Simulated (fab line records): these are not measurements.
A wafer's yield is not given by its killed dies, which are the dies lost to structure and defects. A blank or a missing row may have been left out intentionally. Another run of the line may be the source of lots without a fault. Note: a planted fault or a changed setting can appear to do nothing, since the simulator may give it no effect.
fab line records | flow gf180mcu
[record] lots = 24 wafers = 72 last_day = 34
route steps=602 shown DNWELL@40 VT_IMPLANT@108 M4@459 V4@479 MIM@514 V5@565
lots with no fault: from the same line, run without faults
start_h: hours from the record's opening day to when the first of the lot's shown wafers began | wait_h: time in hours since the lot's previous step | " repeats the value in the row above | L1.1+2: a row that stands for several wafers | - no value, or no start given | * or withheld: withheld | < > ~ a bound
route shown NAME@n: a module of which the file shows steps, and the number in the route of the first | usual: mean/standard deviation of fault-free wafers | same: alike in all rows | chamber/n: place in a boat | sites: each site's reading | _std_site: standard deviation across them | _edge_site: mean of outer sites minus mean of inner sites | radius_mm: how far each site lies from the wafer's centre | mask NAME#n: copy n | behind: the most recent tool/chamber to have shaped the wafer | hold: why the lot went on hold/how many hours it stayed there/how the hold came to an end | device: which transistor (n, p or np) failed to switch | end of line: the same wafers' tests at the end of the route | a step without rows: its recipe alone | killed: dies that structure and defects cost at the first sort, which is not the same as the wafer's yield | map: per-die view of a wafer (x killed, . not killed, _ where there is no die)
set.NAME: the run value of the setting; set.NAME@STEP: its run value at that earlier step | model.NAME: the simulator's own value behind a step, which no gauge read
route steps across a sampled set of lots; one table per step, one row per wafer
services: the hour from which a tool's chamber was out of use, counted from the record's first day as start_h (under 0 if before that day), plus the number of hours and why
[[steps]]
[step GF_DNWELL_STRIP_08]
[recipe] chemistry = O2/N2 power_w = 1400 pressure_mtorr = 1500 platen_temp_c = 250 o2_flow_sccm = 3000 n2_flow_sccm = 300 overash_fraction = 0.5
[usual] drypump_motor_current_A = 6.2/0.43 heater_power_w = 344/27 oes_product_au = 0.722/0.0044 strip_time_to_endpoint_s = 36.95/0.092
[same] overash_fraction = 0.5
// columns lot.wafer tool chamber start_h wait_h drypump_motor_current_A heater_power_w oes_product_au rf_hours_counter_h strip_time_to_endpoint_s
L074.1 plasma_asher-01 0 40.39 0.1 6.2 350 0.718 38 36.88
L074.2 " 1 " " 6.2 313 0.730 38 36.99
L074.6 " 1 " " 6.3 317 0.722 - 36.85
L075.2 plasma_asher-03 1 54.93 0.1 6.5 346 0.718 24 37.11
L075.3 " 0 " " 6.7 308 0.712 - 37.04
L075.4 " 1 " " 6.5 340 0.734 - 37.05
L076.1 plasma_asher-04 1 64.53 0.1 6.5 400 0.734 42 36.90
L076.2 " 0 " " 5.3 330 0.719 42 36.89
L076.3 " 0 " " 5.3 344 0.720 - 36.82
L077.1 plasma_asher-01 1 64.53 0.1 6.3 321 0.725 41 37.00
L077.3 " 0 " " 6.3 347 0.723 - 37.06
L077.5 " 1 " " 6.2 327 0.720 - 37.02
L078.1 plasma_asher-04 0 71.48 0.1 5.3 324 0.725 43 36.90
L078.4 " 0 " " 5.3 334 0.724 - 36.96
L078.5 " 1 " " 6.4 384 0.716 - 36.87
L079.1 plasma_asher-04 0 79.44 0.1 5.3 325 0.719 43 36.91
L079.4 " 0 " " 5.3 332 0.723 - 36.86
L079.5 " 1 " " 6.4 395 0.722 - 36.82
L080.1 plasma_asher-04 0 82.93 0.1 5.3 328 0.726 44 37.06
L080.2 " 1 " " 6.5 399 0.727 44 37.08
L080.3 " 0 " " 5.3 329 0.719 - 37.15
L081.3 plasma_asher-01 1 83.62 0.1 6.2 317 0.719 - 37.01
L081.5 " 0 " " 6.3 346 0.725 - 37.03
L081.6 " 1 " " 6.2 319 0.716 - 37.07
L082.3 plasma_asher-04 1 90.02 0.1 6.5 397 0.720 - 36.76
L082.4 " 0 " " 5.3 331 0.717 - 36.95
L082.5 " 0 " " 5.3 335 0.725 - 36.93
L083.1 plasma_asher-03 1 90.49 0.1 6.5 342 0.726 28 36.90
L083.3 " 1 " " 6.5 332 0.721 - 37.02
L083.6 " 1 " " 6.5 338 0.720 - 36.89
L084.3 plasma_asher-01 1 101.92 0.1 6.3 322 0.716 - 36.70
L084.5 " 0 " " 6.3 352 0.721 - 36.81
L084.6 " 1 " " 6.2 324 0.715 - 36.94
L085.1 plasma_asher-03 1 106.88 0.1 6.5 348 0.720 30 36.93
L085.2 " 0 " " 6.7 316 0.722 30 36.96
L085.6 " 1 " " 6.5 338 0.721 - 36.94
L086.4 plasma_asher-01 0 107.37 0.1 6.3 352 0.723 - 37.07
L086.5 " 1 " " 6.2 321 0.718 - 37.05
L086.6 " 0 " " 6.3 348 0.726 - 37.01
L087.2 plasma_asher-04 1 111.33 0.1 6.5 394 0.719 47 37.09
L087.3 " 0 " " 5.3 336 0.724 - 37.05
L087.5 " 0 " " 5.3 335 0.722 - 37.03
L088.2 plasma_asher-03 1 121.58 0.1 6.6 346 0.722 31 36.88
L088.4 " 1 " " 6.5 342 0.723 - 36.92
L088.5 " 1 " " 6.5 352 0.723 - 36.81
L089.1 plasma_asher-01 1 123.09 0.1 6.3 321 0.723 46 36.93
L089.2 " 0 " " 6.3 347 0.724 46 36.92
L089.6 " 1 " " 6.2 317 0.723 - 36.91
L090.1 plasma_asher-01 0 127.23 0.1 6.3 349 0.717 46 36.94
L090.3 " 0 " " 6.3 360 0.722 - 36.84
L090.6 " 1 " " 6.2 328 0.719 - 36.91
L091.1 plasma_asher-01 0 131.58 0.1 6.3 361 0.723 47 36.87
L091.3 " 0 " " 6.3 361 0.724 - 36.88
L091.6 " 0 " " 6.3 347 0.722 - 36.89
L092.4 plasma_asher-03 1 138.17 0.1 6.5 341 0.731 - 36.96
L092.5 " 0 " " 6.6 308 0.718 - 36.98
L092.6 " 1 " " 6.5 339 0.729 - 36.99
L093.1 plasma_asher-04 1 144.78 0.1 6.5 401 0.719 50 36.83
L093.2 " 0 " " 5.3 337 0.726 50 36.87
L093.6 " 0 " " 5.3 338 0.720 - 36.94
L094.1 plasma_asher-03 1 149.68 0.1 6.5 342 0.725 34 37.12
L094.3 " 0 " " 6.7 316 0.717 - 36.99
L094.4 " 1 " " 6.5 349 0.723 - 36.97
L095.2 plasma_asher-01 0 154.14 0.1 6.3 364 0.722 49 36.83
L095.4 " 1 " " 6.3 319 0.723 - 36.87
L095.6 " 1 " " 6.2 324 0.718 - 36.84
L096.2 plasma_asher-04 1 158.94 0.1 6.5 398 0.726 52 37.06
L096.5 " 0 " " 5.3 324 0.717 - 37.09
L096.6 " 1 " " 6.4 399 0.734 - 37.07
L097.1 plasma_asher-01 0 165.19 0.1 6.3 351 0.717 50 37.07
L097.4 " 0 " " 6.3 347 0.716 - 37.13
L097.6 " 1 " " 6.2 321 0.716 - 36.95
[step GF_VT_IMPLANT_OVL_MEAS_18]
[usual] VT_IMPLANT_01_OVL = -0.3/0.95
// columns lot.wafer tool chamber start_h wait_h VT_IMPLANT_01_OVL[nm]
L074.1 overlay-01 - 117.83 0.1 -1.7
L074.2 " - " " -0.3
L074.6 " - " " -1.5
L075.2 overlay-01 - 138.83 0.1 -0.4
L075.3 " - " " -1.8
L075.4 " - " " -0.4
L076.1 overlay-01 - 150.48 0.1 -0.9
L076.2 " - " " -1.4
L076.3 " - " " 1.2
L077.1 overlay-01 - 151.38 0.1 0.3
L077.3 " - " " 0.2
L077.5 " - " " 0.7
L078.1 overlay-01 - 161.08 0.1 1.1
L078.4 " - " " 1.3
L078.5 " - " " -0.3
L079.1 overlay-02 - 170.48 0.1 -0.2
L079.4 " - " " 0.1
L079.5 " - " " 1.2
L080.1 overlay-01 - 172.33 0.1 -1.2
L080.2 " - " " -0.4
L080.3 " - " " -2.5
L081.3 overlay-01 - 172.99 0.1 0.2
L081.5 " - " " -0.3
L081.6 " - " " 1.2
L082.3 overlay-01 - 181.44 0.1 0.7
L082.4 " - " " 0.7
L082.5 " - " " 2.1
L083.1 overlay-01 - 182.33 0.1 -1.1
L083.3 " - " " -2.1
L083.6 " - " " -1.2
L084.3 overlay-02 - 198.79 0.1 0.0
L084.5 " - " " 0.7
L084.6 " - " " 0.9
L085.1 overlay-01 - 201.18 0.1 0.6
L085.2 " - " " 0.6
L085.6 " - " " -1.2
L086.4 overlay-01 - 205.79 0.1 0.0
L086.5 " - " " -1.0
L086.6 " - " " -1.0
L087.2 overlay-01 - 209.24 0.1 -0.6
L087.3 " - " " -1.5
L087.5 " - " " -0.9
L088.2 overlay-02 - 220.73 0.1 0.3
L088.4 " - " " 1.7
L088.5 " - " " -1.4
L089.1 overlay-01 - 224.78 0.1 -1.5
L089.2 " - " " -0.8
L089.6 " - " " -1.8
L090.1 overlay-02 - 228.53 0.1 -0.4
L090.3 " - " " 0.1
L090.6 " - " " -0.5
L091.1 overlay-01 - 235.33 0.1 -1.2
L091.3 " - " " -0.4
L091.6 " - " " 0.7
L092.4 overlay-01 - 242.05 0.1 -0.6
L092.5 " - " " -0.6
L092.6 " - " " -0.6
L093.1 overlay-02 - 247.43 0.1 0.1
L093.2 " - " " -1.7
L093.6 " - " " -1.6
L094.1 overlay-01 - 254.98 0.1 -0.9
L094.3 " - " " -0.8
L094.4 " - " " 0.1
L095.2 overlay-01 - 262.48 0.1 -0.3
L095.4 " - " " 0.2
L095.6 " - " " -0.9
L096.2 overlay-01 - 264.94 0.1 -0.7
L096.5 " - " " -0.8
L096.6 " - " " -0.1
L097.1 overlay-01 - 273.88 0.1 1.8
L097.4 " - " " 0.0
L097.6 " - " " 0.2
[step GF_M4_SPUTTER_03]
[recipe] material = Ti target_thk_nm = 10 substrate_temp_c = 300 chamber_pressure_pa = 0.3 power_w = 3000 time_s = 6.7
[usual] throttle_valve_pct = 29.7/0.83
// columns lot.wafer tool chamber start_h wait_h throttle_valve_pct
L074.1 pvd_sputter-03 - 502.64 0.0 28.1
L074.2 " - " " 28.9
L074.6 " - " " 28.0
L075.2 pvd_sputter-03 - 534.63 0.0 28.8
L075.3 " - " " 28.1
L075.4 " - " " 30.7
L076.1 pvd_sputter-03 - 550.35 0.0 28.1
L076.2 " - " " 29.2
L076.3 " - " " 28.7
L077.1 pvd_sputter-01 - 551.31 0.0 30.0
L077.3 " - " " 29.0
L077.5 " - " " 29.2
L078.1 pvd_sputter-01 - 565.46 0.0 29.8
L078.4 " - " " 30.7
L078.5 " - " " 28.7
L079.1 pvd_sputter-03 - 576.32 0.0 29.4
L079.4 " - " " 28.9
L079.5 " - " " 29.4
L081.3 pvd_sputter-03 - 582.75 0.0 29.3
L081.5 " - " " 28.9
L081.6 " - " " 29.2
L080.1 pvd_sputter-01 - 583.07 0.0 28.6
L080.2 " - " " 30.2
L080.3 " - " " 30.1
L082.3 pvd_sputter-01 - 593.72 0.0 29.9
L082.4 " - " " 30.4
L082.5 " - " " 30.1
L083.1 pvd_sputter-03 - 595.49 0.0 28.1
L083.3 " - " " 30.6
L083.6 " - " " 28.9
L084.3 pvd_sputter-04 - 613.06 0.0 30.9
L084.5 " - " " 30.5
L084.6 " - " " 29.2
L085.1 pvd_sputter-04 - 621.65 0.0 31.3
L085.2 " - " " 30.2
L085.6 " - " " 29.9
L087.2 pvd_sputter-04 - 626.22 0.0 30.3
L087.3 " - " " 31.2
L087.5 " - " " 29.6
L086.4 pvd_sputter-04 - 627.06 0.0 29.2
L086.5 " - " " 30.1
L086.6 " - " " 28.9
L088.2 pvd_sputter-03 - 641.45 0.0 29.3
L088.4 " - " " 28.1
L088.5 " - " " 29.3
L089.1 pvd_sputter-01 - 650.15 0.0 29.0
L089.2 " - " " 29.8
L089.6 " - " " 29.1
L090.1 pvd_sputter-04 - 650.85 0.0 30.3
L090.3 " - " " 29.3
L090.6 " - " " 31.2
L091.1 pvd_sputter-01 - 652.75 0.0 29.4
L091.3 " - " " 30.0
L091.6 " - " " 29.9
L092.4 pvd_sputter-04 - 667.89 0.0 29.1
L092.5 " - " " 31.2
L092.6 " - " " 29.9
L093.1 pvd_sputter-04 - 668.84 0.0 30.3
L093.2 " - " " 30.9
L093.6 " - " " 29.6
L094.1 pvd_sputter-04 - 674.06 0.0 30.2
L094.3 " - " " 29.5
L094.4 " - " " 29.0
L095.2 pvd_sputter-01 - 683.24 0.0 30.6
L095.4 " - " " 30.2
L095.6 " - " " 29.2
L096.2 pvd_sputter-04 - 685.81 0.0 29.6
L096.5 " - " " 29.3
L096.6 " - " " 30.1
L097.1 pvd_sputter-01 - 691.44 0.0 30.1
L097.4 " - " " 29.0
L097.6 " - " " 29.2
[step GF_V4_THK_MEAS_03]
[recipe] reads = SiO2_of_V4_CVD_02
[usual] V4_CVD_02_THK = 847/13
// columns lot.wafer tool chamber start_h wait_h V4_CVD_02_THK[nm]
L074.1 film_metro-01 - 527.61 0.0 837
L074.2 " - " " 837
L074.6 " - " " 863
L075.2 film_metro-04 - 557.64 0.0 831
L075.3 " - " " 823
L075.4 " - " " 845
L076.1 film_metro-03 - 572.91 0.0 862
L076.2 " - " " 850
L076.3 " - " " 849
L077.1 film_metro-04 - 573.93 0.0 865
L077.3 " - " " 854
L077.5 " - " " 863
L078.1 film_metro-03 - 588.13 0.1 826
L078.4 " - " " 839
L078.5 " - " " 848
L079.1 film_metro-04 - 598.64 0.0 836
L079.4 " - " " 871
L079.5 " - " " 854
L081.3 film_metro-04 - 604.47 0.1 841
L081.5 " - " " 855
L081.6 " - " " 857
L080.1 film_metro-04 - 605.16 0.0 839
L080.2 " - " " 834
L080.3 " - " " 859
L082.3 film_metro-03 - 615.11 0.1 836
L082.4 " - " " 838
L082.5 " - " " 877
L083.1 film_metro-01 - 617.54 0.0 840
L083.3 " - " " 845
L083.6 " - " " 853
L084.3 film_metro-04 - 634.76 0.1 827
L084.5 " - " " 837
L084.6 " - " " 858
L085.1 film_metro-04 - 642.13 0.0 820
L085.2 " - " " 837
L085.6 " - " " 823
L087.2 film_metro-03 - 647.08 0.0 851
L087.3 " - " " 836
L087.5 " - " " 860
L086.4 film_metro-03 - 647.77 0.0 854
L086.5 " - " " 823
L086.6 " - " " 863
L088.2 film_metro-04 - 661.95 0.0 849
L088.4 " - " " 856
L088.5 " - " " 850
L089.1 film_metro-03 - 670.19 0.0 846
L089.2 " - " " 845
L089.6 " - " " 868
L090.1 film_metro-03 - 671.31 0.0 833
L090.3 " - " " 831
L090.6 " - " " 852
L091.1 film_metro-01 - 673.14 0.0 838
L091.3 " - " " 830
L091.6 " - " " 849
L092.4 film_metro-01 - 687.53 0.0 846
L092.5 " - " " 849
L092.6 " - " " 835
L093.1 film_metro-01 - 689.01 0.0 868
L093.2 " - " " 851
L093.6 " - " " 880
L094.1 film_metro-04 - 694.50 0.0 829
L094.3 " - " " 827
L094.4 " - " " 843
L095.2 film_metro-03 - 702.97 0.0 840
L095.4 " - " " 855
L095.6 " - " " 846
L096.2 film_metro-04 - 706.15 0.0 831
L096.5 " - " " 852
L096.6 " - " " 843
L097.1 film_metro-04 - 711.28 0.0 839
L097.4 " - " " 855
L097.6 " - " " 850
[step GF_MIM_THK_MEAS_11]
[recipe] thk_meas_gauge = xrf reads = AlCu_of_MIM_SPUTTER_08
[usual] MIM_ALCU_THK = 202/3
// columns lot.wafer tool chamber start_h wait_h MIM_ALCU_THK[nm]
L074.1 film_metro-02 - 552.58 0.1 203
L074.2 " - " " 198
L074.6 " - " " 197
L075.2 film_metro-02 - 582.18 0.1 203
L075.3 " - " " 206
L075.4 " - " " 204
L076.1 film_metro-03 - 596.70 0.1 203
L076.2 " - " " 208
L076.3 " - " " 203
L077.1 film_metro-01 - 597.72 0.1 199
L077.3 " - " " 202
L077.5 " - " " 202
L078.1 film_metro-03 - 610.95 0.1 204
L078.4 " - " " 205
L078.5 " - " " 205
L079.1 film_metro-01 - 621.22 0.1 203
L079.4 " - " " 198
L079.5 " - " " 200
L081.3 film_metro-03 - 627.78 0.1 201
L081.5 " - " " 203
L081.6 " - " " 200
L080.1 film_metro-01 - 628.36 0.1 201
L080.2 " - " " 201
L080.3 " - " " 195
L082.3 film_metro-03 - 637.68 0.1 205
L082.4 " - " " 209
L082.5 " - " " 200
L083.1 film_metro-01 - 639.57 0.1 203
L083.3 " - " " 203
L083.6 " - " " 201
L084.3 film_metro-03 - 657.17 0.1 205
L084.5 " - " " 204
L084.6 " - " " 202
L085.1 film_metro-03 - 663.51 0.1 200
L085.2 " - " " 201
L085.6 " - " " 203
L087.2 film_metro-01 - 668.58 0.1 204
L087.3 " - " " 203
L087.5 " - " " 202
L086.4 film_metro-01 - 669.25 0.1 202
L086.5 " - " " 205
L086.6 " - " " 207
L088.2 film_metro-02 - 683.74 0.1 203
L088.4 " - " " 205
L088.5 " - " " 199
L089.1 film_metro-03 - 692.10 0.1 197
L089.2 " - " " 202
L089.6 " - " " 200
L090.1 film_metro-02 - 692.70 0.1 196
L090.3 " - " " 201
L090.6 " - " " 200
L091.1 film_metro-01 - 694.82 0.1 202
L091.3 " - " " 196
L091.6 " - " " 198
L092.4 film_metro-02 - 708.55 0.1 203
L092.5 " - " " 204
L092.6 " - " " 199
L093.1 film_metro-02 - 709.93 0.1 208
L093.2 " - " " 203
L093.6 " - " " 203
L094.1 film_metro-01 - 715.37 0.1 201
L094.3 " - " " 198
L094.4 " - " " 193
L095.2 film_metro-02 - 724.33 0.1 199
L095.4 " - " " 203
L095.6 " - " " 199
L096.2 film_metro-02 - 726.92 0.1 201
L096.5 " - " " 204
L096.6 " - " " 204
L097.1 film_metro-01 - 752.80 0.1 200
L097.4 " - " " 201
L097.6 " - " " 200
[step GF_V5_THK_MEAS_25]
[recipe] thk_meas_gauge = xrf reads = W_of_V5_CVD_23
[usual] V5_W_THK = 351/5.8
// columns lot.wafer tool chamber start_h wait_h V5_W_THK[nm]
L074.1 film_metro-02 - 622.32 0.1 360
L074.2 " - " " 362
L074.6 " - " " 363
L075.2 film_metro-03 - 646.29 0.1 356
L075.3 " - " " 350
L075.4 " - " " 356
L076.1 film_metro-02 - 659.95 0.1 354
L076.2 " - " " 350
L076.3 " - " " 353
L077.1 film_metro-02 - 662.29 0.1 349
L077.3 " - " " 349
L077.5 " - " " 352
L078.1 film_metro-04 - 672.94 0.1 352
L078.4 " - " " 350
L078.5 " - " " 350
L079.1 film_metro-02 - 681.75 0.1 348
L079.4 " - " " 348
L079.5 " - " " 349
L081.3 film_metro-02 - 689.51 0.1 350
L081.5 " - " " 349
L081.6 " - " " 346
L080.1 film_metro-03 - 689.86 0.1 356
L080.2 " - " " 360
L080.3 " - " " 356
L082.3 film_metro-04 - 698.86 0.1 349
L082.4 " - " " 356
L082.5 " - " " 362
L083.1 film_metro-03 - 699.64 0.1 355
L083.3 " - " " 361
L083.6 " - " " 355
L084.3 film_metro-03 - 716.29 0.1 358
L084.5 " - " " 357
L084.6 " - " " 355
L085.1 film_metro-02 - 722.99 0.1 343
L085.2 " - " " 345
L085.6 " - " " 344
L087.2 film_metro-02 - 727.50 0.1 345
L087.3 " - " " 338
L087.5 " - " " 343
L086.4 film_metro-04 - 727.72 0.1 349
L086.5 " - " " 354
L086.6 " - " " 346
L088.2 film_metro-04 - 739.10 0.1 350
L088.4 " - " " 346
L088.5 " - " " 351
L089.1 film_metro-02 - 757.15 0.1 344
L089.2 " - " " 346
L089.6 " - " " 350
L090.1 film_metro-04 - 757.45 0.1 350
L090.3 " - " " 346
L090.6 " - " " 354
L091.1 film_metro-04 - 760.85 0.1 349
L091.3 " - " " 346
L091.6 " - " " 348
L092.4 film_metro-03 - 771.91 0.1 350
L092.5 " - " " 366
L092.6 " - " " 360
L093.1 film_metro-04 - 772.51 0.1 350
L093.2 " - " " 343
L093.6 " - " " 354
L094.1 film_metro-03 - 773.70 0.1 353
L094.3 " - " " 353
L094.4 " - " " 356
L095.2 film_metro-03 - 774.41 0.1 355
L095.4 " - " " 351
L095.6 " - " " 353
L096.2 film_metro-04 - 775.20 0.1 353
L096.5 " - " " 356
L096.6 " - " " 350
L097.1 film_metro-02 - 790.70 0.1 340
L097.4 " - " " 347
L097.6 " - " " 342
[[services]]
// columns tool chamber start_h hours kind
pvd_sputter-01 - 34.08 14.5 repair
pvd_sputter-01 - 36.93 2.0 repair
plasma_asher-01 - 75.40 7.6 repair
plasma_asher-04 - 140.80 2.8 pm
plasma_asher-01 - 157.96 0.5 repair
pvd_sputter-01 - 161.11 4.9 repair
plasma_asher-01 - 183.49 2.8 pm
pvd_sputter-04 - 188.94 2.2 repair
plasma_asher-01 - 288.86 2.5 repair
plasma_asher-01 - 290.71 7.6 repair
plasma_asher-01 - 355.91 0.4 repair
pvd_sputter-01 - 369.77 4.6 repair
plasma_asher-01 - 377.50 1.4 repair
pvd_sputter-04 - 385.74 6.9 repair
pvd_sputter-01 - 413.65 0.5 repair
pvd_sputter-03 - 415.82 8.1 repair
plasma_asher-04 - 421.25 9.0 pm
pvd_sputter-04 - 435.08 3.1 repair
plasma_asher-04 - 473.74 14.6 pm
pvd_sputter-01 - 474.95 6.7 repair
pvd_sputter-04 - 549.18 17.0 repair
plasma_asher-04 - 599.29 1.2 repair
pvd_sputter-01 - 631.86 8.5 repair
plasma_asher-01 - 666.79 4.0 pm
[[key]]
fault none
